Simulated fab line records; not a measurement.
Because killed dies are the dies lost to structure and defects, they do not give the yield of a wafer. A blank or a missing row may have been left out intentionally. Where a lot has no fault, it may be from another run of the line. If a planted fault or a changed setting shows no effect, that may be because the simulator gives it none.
fab line records ; flow sky130
record lots=14; wafers=42; lastDay=50
route steps=708 shown VIA1@458 METAL2@499 VIA2@530 PAD_OPEN@708
lots with no fault: from the same line, run without faults
startH: hours from the record's first day to the start of the lot's first wafer shown ; waitH: hours elapsed since this lot's preceding step ; " as in the row above ; L1.1+2: one row covering several wafers at once ; - either no value or no given start ; * or withheld: withheld ; < > ~ a bound
route shown NAME@n: names a module that has steps shown in the file, with the first one's number in the route ; usual: mean/standard deviation of fault-free wafers ; same: alike in all rows ; chamber/n: place in a boat ; sites: the reading at each site ; _std_site: their standard deviation ; _edge_site: inner sites' mean taken away from outer sites' mean ; radiusMm: for every site, how far away it sits from the centre of the wafer ; mask NAME#n: copy n ; behind: the last tool/chamber to shape the wafer ; hold: the reason the lot was held/the length of the hold in hours/how it ended ; device: names the non-switching transistor (n, p or np) ; end of line: the route-end tests of the same wafers ; where a step has no rows: the recipe by itself ; killed: the dies lost at the first sort to structure and to defects; this is not the yield of the wafer ; map: a wafer's dies, marking killed ones x, the rest . and places with no die _
set.NAME: the setting the step ran with; set.NAME@STEP: the setting that earlier step ran with ; model.NAME: the simulator's own value behind a step, which no gauge read
the route's steps for a sample of lots (tables are steps, rows are wafers)
services: when a tool's chamber went out of use (startH, in hours from the record's first day, below 0 if earlier), for how many hours, and the reason
## steps
# step SKY_VIA1_HDPCVD_00
# recipe material=SiO2; targetThkNm=1030; sigmaOpenFrac=0.3; timeS=171.7; tempC=400; sih4FlowSccm=60; pressureMtorr=6
lot.wafer;tool;chamber;startH;waitH
L314.1+4+6;hdpcvd-01;2,0,2;761.22;0.0
L315.1+4+5;hdpcvd-01;1,1,2;770.51;0.0
L316.1+2+5;hdpcvd-02;0,1,1;780.47;0.0
L317.2+3+5;hdpcvd-02;1,0,2;784.94;0.0
L319.2+3+5;hdpcvd-02;2,1,2;806.04;0.0
L320.1+2+4;hdpcvd-01;2,1,1;807.54;0.0
L321.2+3+4;hdpcvd-02;2,1,2;817.27;0.0
L322.2+3+6;hdpcvd-02;0,2,0;830.15;0.0
L324.1+2+5;hdpcvd-01;2,1,2;842.10;0.0
L325.1+5+6;hdpcvd-01;2,0,1;850.93;0.0
L326.3+4+6;hdpcvd-01;0,2,1;859.69;0.0
L331.2+3+6;hdpcvd-02;0,1,0;911.96;0.0
L333.1+5+6;hdpcvd-01;2,1,2;918.78;0.0
L336.1+3+4;hdpcvd-01;0,1,0;930.69;0.0
# step SKY_VIA1_THK_MEAS_23
# recipe thkMeasGauge=xrf; reads=W_of_VIA1_CVD_21
# usual VIA1_W_THK=273/4.7
lot.wafer;tool;chamber;startH;waitH;VIA1_W_THK[nm]
L314.1;filmMetro-03;-;788.95;0.1;274
L314.4;filmMetro-03;-;788.95;0.1;277
L314.6;filmMetro-03;-;788.95;0.1;285
L315.1;filmMetro-02;-;798.77;0.1;265
L315.4;filmMetro-02;-;798.77;0.1;273
L315.5;filmMetro-02;-;798.77;0.1;270
L316.1;filmMetro-03;-;808.65;0.1;274
L316.2;filmMetro-03;-;808.65;0.1;280
L316.5;filmMetro-03;-;808.65;0.1;274
L317.2;filmMetro-04;-;812.25;0.1;279
L317.3;filmMetro-04;-;812.25;0.1;274
L317.5;filmMetro-04;-;812.25;0.1;279
L319.2;filmMetro-04;-;834.50;0.1;271
L319.3;filmMetro-04;-;834.50;0.1;273
L319.5;filmMetro-04;-;834.50;0.1;273
L320.1;filmMetro-02;-;835.56;0.1;268
L320.2;filmMetro-02;-;835.56;0.1;269
L320.4;filmMetro-02;-;835.56;0.1;273
L321.2;filmMetro-02;-;845.59;0.1;273
L321.3;filmMetro-02;-;845.59;0.1;269
L321.4;filmMetro-02;-;845.59;0.1;275
L322.2;filmMetro-02;-;858.25;0.1;271
L322.3;filmMetro-02;-;858.25;0.1;271
L322.6;filmMetro-02;-;858.25;0.1;271
L324.1;filmMetro-02;-;870.00;0.1;267
L324.2;filmMetro-02;-;870.00;0.1;267
L324.5;filmMetro-02;-;870.00;0.1;267
L325.1;filmMetro-03;-;879.08;0.1;283
L325.5;filmMetro-03;-;879.08;0.1;279
L325.6;filmMetro-03;-;879.08;0.1;283
L326.3;filmMetro-04;-;886.59;0.1;273
L326.4;filmMetro-04;-;886.59;0.1;275
L326.6;filmMetro-04;-;886.59;0.1;275
L331.2;filmMetro-02;-;938.47;0.1;273
L331.3;filmMetro-02;-;938.47;0.1;265
L331.6;filmMetro-02;-;938.47;0.1;271
L333.1;filmMetro-03;-;945.36;0.1;271
L333.5;filmMetro-03;-;945.36;0.1;278
L333.6;filmMetro-03;-;945.36;0.1;273
L336.1;filmMetro-02;-;956.73;0.1;273
L336.3;filmMetro-02;-;956.73;0.1;268
L336.4;filmMetro-02;-;956.73;0.1;272
# step SKY_METAL2_OVL_MEAS_16
# usual METAL2_OVL=1/6.6
lot.wafer;tool;chamber;startH;waitH;METAL2_OVL[nm]
L314.1;overlay-01;-;816.07;0.1;6
L314.4;overlay-01;-;816.07;0.1;6
L314.6;overlay-01;-;816.07;0.1;8
L315.1;overlay-02;-;825.91;0.1;4
L315.4;overlay-02;-;825.91;0.1;7
L315.5;overlay-02;-;825.91;0.1;5
L316.1;overlay-02;-;836.33;0.1;-2
L316.2;overlay-02;-;836.33;0.1;-7
L316.5;overlay-02;-;836.33;0.1;-2
L317.2;overlay-02;-;839.18;0.1;-10
L317.3;overlay-02;-;839.18;0.1;4
L317.5;overlay-02;-;839.18;0.1;0
L319.2;overlay-02;-;861.26;0.1;-6
L319.3;overlay-02;-;861.26;0.1;2
L319.5;overlay-02;-;861.26;0.1;-9
L320.1;overlay-01;-;862.00;0.1;-7
L320.2;overlay-01;-;862.00;0.1;-7
L320.4;overlay-01;-;862.00;0.1;-8
L321.2;overlay-01;-;872.31;0.1;-6
L321.3;overlay-01;-;872.31;0.1;2
L321.4;overlay-01;-;872.31;0.1;0
L322.2;overlay-01;-;883.68;0.1;5
L322.3;overlay-01;-;883.68;0.1;0
L322.6;overlay-01;-;883.68;0.1;-1
L324.1;overlay-02;-;896.40;0.1;-4
L324.2;overlay-02;-;896.40;0.1;-3
L324.5;overlay-02;-;896.40;0.1;-7
L325.1;overlay-02;-;905.77;0.1;5
L325.5;overlay-02;-;905.77;0.1;14
L325.6;overlay-02;-;905.77;0.1;3
L326.3;overlay-02;-;913.32;0.1;9
L326.4;overlay-02;-;913.32;0.1;-4
L326.6;overlay-02;-;913.32;0.1;-2
L331.2;overlay-02;-;962.78;0.1;12
L331.3;overlay-02;-;962.78;0.1;11
L331.6;overlay-02;-;962.78;0.1;13
L333.1;overlay-02;-;969.81;0.1;7
L333.5;overlay-02;-;969.81;0.1;6
L333.6;overlay-02;-;969.81;0.1;-1
L336.1;overlay-01;-;980.92;0.1;8
L336.3;overlay-01;-;980.92;0.1;-3
L336.4;overlay-01;-;980.92;0.1;2
# step SKY_VIA2_THK_MEAS_23
# recipe thkMeasGauge=xrf; reads=W_of_VIA2_CVD_21
# usual VIA2_W_THK=432/6.8
lot.wafer;tool;chamber;startH;waitH;VIA2_W_THK[nm]
L314.1;filmMetro-03;-;845.35;0.1;441
L314.4;filmMetro-03;-;845.35;0.1;441
L314.6;filmMetro-03;-;845.35;0.1;433
L315.1;filmMetro-03;-;854.06;0.1;439
L315.4;filmMetro-03;-;854.06;0.1;427
L315.5;filmMetro-03;-;854.06;0.1;424
L316.1;filmMetro-04;-;865.72;0.1;435
L316.2;filmMetro-04;-;865.72;0.1;433
L316.5;filmMetro-04;-;865.72;0.1;437
L317.2;filmMetro-01;-;868.19;0.1;422
L317.3;filmMetro-01;-;868.19;0.1;423
L317.5;filmMetro-01;-;868.19;0.1;429
L319.2;filmMetro-01;-;889.10;0.1;422
L319.3;filmMetro-01;-;889.10;0.1;423
L319.5;filmMetro-01;-;889.10;0.1;426
L320.1;filmMetro-01;-;890.19;0.1;424
L320.2;filmMetro-01;-;890.19;0.1;429
L320.4;filmMetro-01;-;890.19;0.1;421
L321.2;filmMetro-01;-;901.20;0.1;433
L321.3;filmMetro-01;-;901.20;0.1;432
L321.4;filmMetro-01;-;901.20;0.1;422
L322.2;filmMetro-01;-;911.75;0.1;417
L322.3;filmMetro-01;-;911.75;0.1;426
L322.6;filmMetro-01;-;911.75;0.1;434
L324.1;filmMetro-01;-;923.75;0.1;428
L324.2;filmMetro-01;-;923.75;0.1;423
L324.5;filmMetro-01;-;923.75;0.1;421
L325.1;filmMetro-03;-;933.99;0.1;435
L325.5;filmMetro-03;-;933.99;0.1;434
L325.6;filmMetro-03;-;933.99;0.1;445
L326.3;filmMetro-04;-;940.25;0.1;441
L326.4;filmMetro-04;-;940.25;0.1;435
L326.6;filmMetro-04;-;940.25;0.1;435
L331.2;filmMetro-03;-;988.63;0.1;423
L331.3;filmMetro-03;-;988.63;0.1;432
L331.6;filmMetro-03;-;988.63;0.1;428
L333.1;filmMetro-03;-;996.02;0.1;432
L333.5;filmMetro-03;-;996.02;0.1;439
L333.6;filmMetro-03;-;996.02;0.1;426
L336.1;filmMetro-01;-;1007.57;0.1;440
L336.3;filmMetro-01;-;1007.57;0.1;432
L336.4;filmMetro-01;-;1007.57;0.1;421
# step SKY_PAD_OPEN_PROBE_99
# usual defectLimitedYield=82.8/1.8; killed_at_M0_to_M3=42/6.4; killed_at_M4_up=3.0/2; killedAtContacts=24/5.2; killedAtFrontEnd=14/4.2; killedAtOther=0.4/0.72; killedDies=84/9; killedOpen=46/6.6; killedShort=38/6; sort_bin_3_pad_short=0.9/0.4; sort_bin_5_function=10.1/1.4; sort_bin_6_memory=6.2/1.1; sortNPass=408/9; sortYieldPct=82.8/1.8
# same grossDies=492; killedAtBackSide=0; sort_bin_4_leakage[%]=0; sort_bin_8_speed[%]=0
lot.wafer;tool;chamber;startH;waitH;defectLimitedYield[%];killed_at_M0_to_M3;killed_at_M4_up;killedAtContacts;killedAtFrontEnd;killedAtOther;killedDies;killedOpen;killedShort;sort_bin_3_pad_short[%];sort_bin_5_function[%];sort_bin_6_memory[%];sortNPass;sortYieldPct[%]
L314.1;prober-01;-;1072.28;0.1;82.1;45;2;25;16;0;88;55;33;0.4;10.8;6.7;404;82.1
L314.4;prober-01;-;1072.43;0.2;84.6;38;3;14;20;1;76;40;36;0.4;8.5;6.5;416;84.6
L314.6;prober-01;-;1072.53;0.2;83.7;35;2;24;19;0;80;41;38;0.6;9.1;6.5;412;83.7
L315.1;prober-02;-;1081.15;0.1;83.7;34;2;28;15;1;80;47;32;0.8;9.6;5.9;412;83.7
L315.4;prober-02;-;1081.30;0.2;87.4;36;2;17;7;0;62;37;25;0.4;5.5;6.7;430;87.4
L315.5;prober-02;-;1081.35;0.2;81.3;44;1;26;21;0;92;54;37;1.0;11.2;6.5;400;81.3
L316.1;prober-01;-;1089.88;0.1;86.6;33;2;16;15;0;66;41;25;0.6;7.3;5.5;426;86.6
L316.2;prober-01;-;1089.93;0.1;85.2;31;2;18;22;0;73;38;35;0.4;8.9;5.5;419;85.2
L316.5;prober-01;-;1090.08;0.2;85.6;38;4;17;12;0;71;37;34;0.2;9.6;4.7;421;85.6
L317.2;prober-02;-;1092.30;0.1;81.3;51;3;24;14;0;92;41;51;1.0;12.0;5.7;400;81.3
L317.3;prober-02;-;1092.35;0.2;81.3;41;0;27;24;0;92;60;32;1.2;10.4;7.1;400;81.3
L317.5;prober-02;-;1092.45;0.2;83.7;46;6;22;6;0;80;38;42;0.2;11.2;4.9;412;83.7
L319.2;prober-02;-;1109.10;0.1;83.9;35;2;29;13;0;79;45;34;0.6;9.8;5.7;413;83.9
L319.3;prober-02;-;1109.15;0.2;85.2;44;2;20;7;0;73;38;35;0.8;8.9;5.1;419;85.2
L319.5;prober-02;-;1109.25;0.2;81.1;52;2;24;14;1;93;48;45;1.2;12.0;5.7;399;81.1
L320.1;prober-01;-;1109.22;0.1;83.1;40;6;24;12;1;83;51;32;0.6;9.8;6.5;409;83.1
L320.2;prober-01;-;1109.27;0.1;82.3;50;4;27;6;0;87;56;31;0.6;10.6;6.5;405;82.3
L320.4;prober-01;-;1109.37;0.2;84.3;40;2;30;5;0;77;41;36;1.0;9.6;5.1;415;84.3
L321.2;prober-02;-;1118.31;0.1;82.5;39;2;29;16;0;86;45;40;1.2;11.4;4.9;406;82.5
L321.3;prober-02;-;1118.36;0.2;85.8;39;1;17;13;0;70;43;27;0.4;7.7;6.1;422;85.8
L321.4;prober-02;-;1118.41;0.2;83.7;41;3;20;16;0;80;35;45;0.6;9.8;5.9;412;83.7
L322.2;prober-01;-;1125.43;0.1;81.3;44;8;24;16;0;92;46;43;0.6;10.0;8.1;400;81.3
L322.3;prober-01;-;1125.48;0.2;83.1;44;3;25;10;1;83;36;45;0.8;10.8;5.3;409;83.1
L322.6;prober-01;-;1125.63;0.2;80.5;47;3;36;10;0;96;47;49;0.8;10.8;7.9;396;80.5
L324.1;prober-01;-;1133.52;0.1;83.9;45;3;23;8;0;79;43;36;1.4;9.6;5.1;413;83.9
L324.2;prober-01;-;1133.57;0.1;82.7;48;3;22;12;0;85;46;39;0.4;10.6;6.3;407;82.7
L324.5;prober-01;-;1133.72;0.2;85.0;33;3;26;12;0;74;31;42;1.2;9.6;4.3;418;85.0
L325.1;prober-02;-;1143.25;0.1;81.3;39;9;31;13;0;92;50;42;0.8;11.4;6.5;400;81.3
L325.5;prober-02;-;1143.45;0.2;81.7;44;4;27;15;0;90;49;41;1.0;11.2;6.1;402;81.7
L325.6;prober-02;-;1143.50;0.2;79.1;57;3;30;13;0;103;53;50;1.2;11.8;7.9;389;79.1
L326.3;prober-01;-;1145.90;0.2;83.9;43;3;28;5;0;79;38;40;1.0;10.4;4.7;413;83.9
L326.4;prober-01;-;1145.95;0.2;84.1;43;2;21;12;0;78;47;30;0.2;9.8;5.9;414;84.1
L326.6;prober-01;-;1146.05;0.2;82.9;36;2;32;11;3;84;48;33;1.0;10.0;6.1;408;82.9
L331.2;prober-02;-;1183.63;0.1;84.3;53;1;12;10;1;77;35;42;0.8;9.1;5.7;415;84.3
L331.3;prober-02;-;1183.68;0.2;85.2;40;2;24;6;1;73;36;37;1.0;8.1;5.7;419;85.2
L331.6;prober-02;-;1183.83;0.2;82.7;38;6;28;12;1;85;45;39;2.0;10.2;5.1;407;82.7
L333.1;prober-01;-;1187.71;0.1;82.5;40;2;22;21;1;86;53;33;0.8;11.2;5.5;406;82.5
L333.5;prober-01;-;1187.91;0.2;79.3;66;2;19;14;1;102;43;31;2.0;13.0;5.7;390;79.3
L333.6;prober-01;-;1187.96;0.2;82.9;40;3;25;15;1;84;38;46;1.0;10.4;5.7;408;82.9
L336.1;prober-02;-;1197.32;0.1;83.3;42;1;25;14;0;82;43;39;0.8;10.0;5.9;410;83.3
L336.3;prober-02;-;1197.42;0.2;76.8;69;6;31;8;0;114;48;40;2.8;13.4;6.9;378;76.8
L336.4;prober-02;-;1197.47;0.2;78.9;48;2;30;24;0;104;59;45;0.8;11.2;9.1;388;78.9
# killed by level:class
L314.1 LI_CONTACT:geometricParticle:open=10 VIA1:geometricParticle:open=10 VIA3:geometricParticle:open=9 CONTACT:geometricParticle:open=7 METAL1:geometricParticle:short=6 FIELD_ISO:geometricParticle:open=4 FIELD_ISO:geometricParticle:short=4 CONTACT:geometricParticle:short=4
L314.4 METAL1:geometricParticle:short=10 VIA1:geometricParticle:open=9 POLY_GATE:geometricParticle:open=5 LI_CONTACT:geometricParticle:open=5 VIA2:geometricParticle:open=5 FIELD_ISO:geometricParticle:open=4 FIELD_ISO:geometricParticle:short=3 POLY_GATE:geometricParticle:short=3
L314.6 VIA1:geometricParticle:open=8 CONTACT:geometricParticle:open=8 LOCAL_INTERCONNECT:geometricParticle:short=6 VIA1:geometricParticle:short=6 VIA3:geometricParticle:open=6 FIELD_ISO:geometricParticle:open=5 POLY_GATE:geometricParticle:short=5 FIELD_ISO:geometricParticle:short=4
L315.1 CONTACT:geometricParticle:open=11 LI_CONTACT:geometricParticle:open=8 VIA1:geometricParticle:open=8 METAL2:geometricParticle:short=6 VIA3:geometricParticle:open=6 LI_CONTACT:geometricParticle:short=5 POLY_GATE:geometricParticle:short=4 VIA3:geometricParticle:short=4
L315.4 VIA1:geometricParticle:open=11 CONTACT:geometricParticle:open=8 VIA3:geometricParticle:open=8 VIA1:geometricParticle:short=5 POLY_GATE:geometricParticle:open=3 LI_CONTACT:geometricParticle:short=3 CONTACT:geometricParticle:short=3 VIA3:geometricParticle:short=3
L315.5 VIA1:geometricParticle:open=17 LI_CONTACT:geometricParticle:open=10 CONTACT:geometricParticle:open=8 VIA1:geometricParticle:short=7 FIELD_ISO:geometricParticle:short=6 VIA3:geometricParticle:open=6 METAL2:geometricParticle:short=5 FIELD_ISO:geometricParticle:open=4
L316.1 VIA1:geometricParticle:open=9 VIA2:geometricParticle:open=8 FIELD_ISO:geometricParticle:open=5 FIELD_ISO:geometricParticle:short=5 METAL1:geometricParticle:short=4 LI_CONTACT:geometricParticle:open=4 LOCAL_INTERCONNECT:geometricParticle:short=4 CONTACT:geometricParticle:open=4
L316.2 VIA1:geometricParticle:open=7 CONTACT:geometricParticle:open=6 VIA3:geometricParticle:open=5 POLY_GATE:geometricParticle:open=5 POLY_GATE:geometricParticle:short=5 METAL2:geometricParticle:short=5 FIELD_ISO:geometricParticle:open=4 LI_CONTACT:geometricParticle:open=4
L316.5 VIA1:geometricParticle:open=7 METAL2:geometricParticle:short=6 CONTACT:geometricParticle:open=6 LI_CONTACT:geometricParticle:open=5 VIA2:geometricParticle:short=5 VIA3:geometricParticle:open=4 CONTACT:geometricParticle:short=4 POLY_GATE:geometricParticle:short=3
L317.2 VIA1:geometricParticle:open=8 LI_CONTACT:geometricParticle:open=7 CONTACT:geometricParticle:open=7 VIA1:geometricParticle:short=7 VIA3:geometricParticle:open=7 METAL2:geometricParticle:short=6 LOCAL_INTERCONNECT:geometricParticle:short=5 METAL1:geometricParticle:short=5
L317.3 POLY_GATE:geometricParticle:open=11 VIA1:geometricParticle:open=11 LI_CONTACT:geometricParticle:open=8 CONTACT:geometricParticle:open=8 METAL2:geometricParticle:short=7 FIELD_ISO:geometricParticle:short=6 METAL2:geometricParticle:open=6 VIA2:geometricParticle:open=6
L317.5 CONTACT:geometricParticle:open=10 METAL1:geometricParticle:short=8 VIA3:geometricParticle:open=8 VIA1:geometricParticle:open=6 METAL2:geometricParticle:short=6 LOCAL_INTERCONNECT:geometricParticle:short=5 VIA2:geometricParticle:short=5 VIA2:geometricParticle:open=5
L319.2 VIA1:geometricParticle:open=10 CONTACT:geometricParticle:open=9 LOCAL_INTERCONNECT:geometricParticle:short=7 VIA1:geometricParticle:short=6 LI_CONTACT:geometricParticle:open=5 VIA2:geometricParticle:open=5 LI_CONTACT:geometricParticle:short=4 VIA2:geometricParticle:short=4
L319.3 CONTACT:geometricParticle:open=6 VIA1:geometricParticle:open=6 VIA1:geometricParticle:short=6 VIA2:geometricParticle:open=6 LI_CONTACT:geometricParticle:open=5 METAL1:geometricParticle:short=5 VIA2:geometricParticle:short=5 LOCAL_INTERCONNECT:geometricParticle:short=4
L320.1 VIA3:geometricParticle:open=11 VIA1:geometricParticle:open=8 LOCAL_INTERCONNECT:geometricParticle:short=7 VIA2:geometricParticle:open=7 FIELD_ISO:geometricParticle:open=6 CONTACT:geometricParticle:open=6 LI_CONTACT:geometricParticle:open=6 METAL1:geometricParticle:short=5
L319.5 CONTACT:geometricParticle:open=9 VIA3:geometricParticle:open=8 VIA1:geometricParticle:open=7 VIA2:geometricParticle:open=7 METAL1:geometricParticle:short=6 VIA1:geometricParticle:short=6 LI_CONTACT:geometricParticle:open=5 LOCAL_INTERCONNECT:geometricParticle:short=5
L320.2 VIA1:geometricParticle:open=15 CONTACT:geometricParticle:open=13 METAL1:geometricParticle:short=6 LI_CONTACT:geometricParticle:open=6 VIA1:geometricParticle:short=6 VIA2:geometricParticle:open=5 METAL2:geometricParticle:open=4 LOCAL_INTERCONNECT:geometricParticle:short=4
L320.4 CONTACT:geometricParticle:open=10 VIA2:geometricParticle:open=7 LI_CONTACT:geometricParticle:open=7 METAL1:geometricParticle:short=6 CONTACT:geometricParticle:short=5 VIA1:geometricParticle:short=5 VIA3:geometricParticle:open=5 LOCAL_INTERCONNECT:geometricParticle:short=4
L321.2 CONTACT:geometricParticle:open=11 VIA1:geometricParticle:open=7 LI_CONTACT:geometricParticle:open=7 CONTACT:geometricParticle:short=7 METAL1:geometricParticle:short=6 FIELD_ISO:geometricParticle:open=4 METAL2:geometricParticle:short=4 VIA1:geometricParticle:short=4
L321.3 CONTACT:geometricParticle:open=11 VIA1:geometricParticle:open=11 METAL2:geometricParticle:short=8 FIELD_ISO:geometricParticle:open=4 METAL1:geometricParticle:short=4 VIA1:geometricParticle:short=4 VIA3:geometricParticle:open=4 POLY_GATE:geometricParticle:open=3
L321.4 VIA1:geometricParticle:open=10 METAL2:geometricParticle:short=8 FIELD_ISO:geometricParticle:short=6 CONTACT:geometricParticle:open=6 VIA2:geometricParticle:open=6 POLY_GATE:geometricParticle:short=5 VIA3:geometricParticle:short=5 LI_CONTACT:geometricParticle:open=4
L322.2 VIA1:geometricParticle:open=10 METAL2:geometricParticle:short=9 CONTACT:geometricParticle:open=8 LI_CONTACT:geometricParticle:open=7 METAL1:geometricParticle:short=6 VIA3:geometricParticle:open=6 FIELD_ISO:geometricParticle:short=5 POLY_GATE:geometricParticle:short=5
L322.3 VIA1:geometricParticle:open=13 METAL2:geometricParticle:short=10 LI_CONTACT:geometricParticle:open=6 CONTACT:geometricParticle:short=6 FIELD_ISO:geometricParticle:short=5 LI_CONTACT:geometricParticle:short=5 CONTACT:geometricParticle:open=5 VIA2:geometricParticle:open=5
L322.6 LI_CONTACT:geometricParticle:open=15 METAL1:geometricParticle:short=9 CONTACT:geometricParticle:short=8 VIA1:geometricParticle:open=8 CONTACT:geometricParticle:open=6 VIA3:geometricParticle:open=6 VIA1:geometricParticle:short=6 METAL2:geometricParticle:short=5
L324.1 METAL2:geometricParticle:short=10 VIA2:geometricParticle:open=9 VIA3:geometricParticle:open=8 CONTACT:geometricParticle:open=7 LI_CONTACT:geometricParticle:short=6 LI_CONTACT:geometricParticle:open=5 VIA1:geometricParticle:open=5 VIA2:geometricParticle:short=4
L324.2 VIA1:geometricParticle:open=13 CONTACT:geometricParticle:open=8 LI_CONTACT:geometricParticle:open=7 METAL1:geometricParticle:short=7 VIA3:geometricParticle:open=6 VIA2:geometricParticle:open=5 LOCAL_INTERCONNECT:geometricParticle:short=4 VIA1:geometricParticle:short=4
L324.5 CONTACT:geometricParticle:open=7 LOCAL_INTERCONNECT:geometricParticle:short=6 METAL1:geometricParticle:short=6 LI_CONTACT:geometricParticle:open=5 VIA1:geometricParticle:open=5 METAL2:geometricParticle:short=5 VIA2:geometricParticle:open=4 METAL3:geometricParticle:short=4
L325.1 CONTACT:geometricParticle:open=15 METAL2:geometricParticle:short=10 CONTACT:geometricParticle:short=8 VIA1:geometricParticle:open=8 METAL4:geometricParticle:short=8 VIA3:geometricParticle:open=7 FIELD_ISO:geometricParticle:open=5 VIA2:geometricParticle:open=5
L325.5 CONTACT:geometricParticle:open=14 METAL2:geometricParticle:short=9 VIA1:geometricParticle:open=9 LI_CONTACT:geometricParticle:open=6 VIA3:geometricParticle:open=6 FIELD_ISO:geometricParticle:short=5 LOCAL_INTERCONNECT:geometricParticle:short=4 VIA2:geometricParticle:short=4
L325.6 VIA1:geometricParticle:open=18 CONTACT:geometricParticle:open=10 VIA1:geometricParticle:short=9 LOCAL_INTERCONNECT:geometricParticle:short=7 VIA2:geometricParticle:open=7 METAL2:geometricParticle:short=6 VIA3:geometricParticle:open=5 CONTACT:geometricParticle:short=5
L326.3 VIA1:geometricParticle:open=9 LI_CONTACT:geometricParticle:open=8 METAL2:geometricParticle:short=7 LI_CONTACT:geometricParticle:short=6 CONTACT:geometricParticle:open=6 VIA1:geometricParticle:short=5 VIA2:geometricParticle:open=5 VIA3:geometricParticle:open=5
L326.4 VIA2:geometricParticle:open=11 CONTACT:geometricParticle:open=8 METAL2:geometricParticle:short=7 VIA1:geometricParticle:open=6 VIA3:geometricParticle:open=6 LI_CONTACT:geometricParticle:open=5 METAL1:geometricParticle:short=5 FIELD_ISO:geometricParticle:open=3
L326.6 CONTACT:geometricParticle:open=17 VIA1:geometricParticle:open=10 LI_CONTACT:geometricParticle:open=6 METAL1:geometricParticle:short=5 METAL2:geometricParticle:short=5 LI_CONTACT:geometricParticle:short=4 VIA1:geometricParticle:short=4 FIELD_ISO:geometricParticle:short=3
L331.2 VIA1:geometricParticle:open=17 VIA1:geometricParticle:short=9 METAL2:geometricParticle:short=8 CONTACT:geometricParticle:short=5 METAL1:geometricParticle:short=4 CONTACT:geometricParticle:open=4 VIA2:geometricParticle:open=4 METAL3:geometricParticle:short=3
L331.3 METAL1:geometricParticle:short=10 LI_CONTACT:geometricParticle:open=8 CONTACT:geometricParticle:short=6 VIA1:geometricParticle:open=6 VIA3:geometricParticle:open=6 CONTACT:geometricParticle:open=5 METAL2:geometricParticle:short=5 VIA2:geometricParticle:short=4
L331.6 CONTACT:geometricParticle:open=9 LI_CONTACT:geometricParticle:open=6 CONTACT:geometricParticle:short=6 METAL2:geometricParticle:short=6 VIA3:geometricParticle:open=6 METAL1:geometricParticle:short=5 VIA1:geometricParticle:open=5 VIA2:geometricParticle:open=5
L333.1 VIA1:geometricParticle:open=10 CONTACT:geometricParticle:open=10 VIA2:geometricParticle:open=9 FIELD_ISO:geometricParticle:open=6 CONTACT:geometricParticle:short=5 METAL1:geometricParticle:short=5 VIA1:geometricParticle:short=5 VIA3:geometricParticle:open=4
L333.5 VIA1:unspecified=28 VIA1:geometricParticle:open=9 CONTACT:geometricParticle:open=9 METAL2:geometricParticle:short=6 POLY_GATE:geometricParticle:short=5 LI_CONTACT:geometricParticle:open=5 VIA2:geometricParticle:open=5 FIELD_ISO:geometricParticle:short=3
L333.6 VIA1:geometricParticle:open=10 LOCAL_INTERCONNECT:geometricParticle:short=9 METAL1:geometricParticle:short=8 VIA1:geometricParticle:short=6 POLY_GATE:geometricParticle:open=5 FIELD_ISO:geometricParticle:open=4 LI_CONTACT:geometricParticle:open=4 CONTACT:geometricParticle:short=4
L336.1 VIA1:geometricParticle:short=12 VIA1:geometricParticle:open=11 LI_CONTACT:geometricParticle:open=10 VIA3:geometricParticle:open=7 FIELD_ISO:geometricParticle:short=6 CONTACT:geometricParticle:open=6 LOCAL_INTERCONNECT:geometricParticle:short=5 METAL2:geometricParticle:short=4
L336.3 VIA1:unspecified=26 VIA3:geometricParticle:open=10 LI_CONTACT:geometricParticle:open=9 VIA2:geometricParticle:open=8 CONTACT:geometricParticle:short=8 CONTACT:geometricParticle:open=8 METAL1:geometricParticle:short=5 METAL4:geometricParticle:short=5
L336.4 LI_CONTACT:geometricParticle:open=12 VIA1:geometricParticle:open=10 FIELD_ISO:geometricParticle:open=9 CONTACT:geometricParticle:open=9 FIELD_ISO:geometricParticle:short=7 VIA2:geometricParticle:open=7 METAL2:geometricParticle:short=7 LOCAL_INTERCONNECT:geometricParticle:short=5
## services
tool;chamber;startH;hours;kind
hdpcvd-02;-;739.66;4.1;repair
hdpcvd-01;-;780.28;0.3;repair
hdpcvd-02;2;849.33;2.4;repair
hdpcvd-01;2;882.85;3.1;repair
hdpcvd-02;-;915.42;6.0;pm
hdpcvd-02;0;926.35;5.0;repair
## key
firstSign step=SKY_PAD_OPEN_PROBE_99; reading=killed_at_M0_to_M3; direction=up; sigmas=4; usual=42; struck=68
effect step=SKY_PAD_OPEN_PROBE_99; reading=sort_bin_3_pad_short; direction=up; sigmas=3.9; usual=0.9; struck=2.4
metAt SKY_VIA1_HDPCVD_00
struckLots L333,L336
struckWafers L333.5,L336.3
notActingAt SKY_VIA1_THK_MEAS_23,SKY_METAL2_OVL_MEAS_16,SKY_VIA2_THK_MEAS_23
onsetBetween 859.69 918.78
fault kind=chamberParticleSource; tool=hdpcvd-01; chamber=1; onsetH=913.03; steps=SKY_VIA1_HDPCVD_00; ratePerVisitCm2=0.84727; endH=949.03
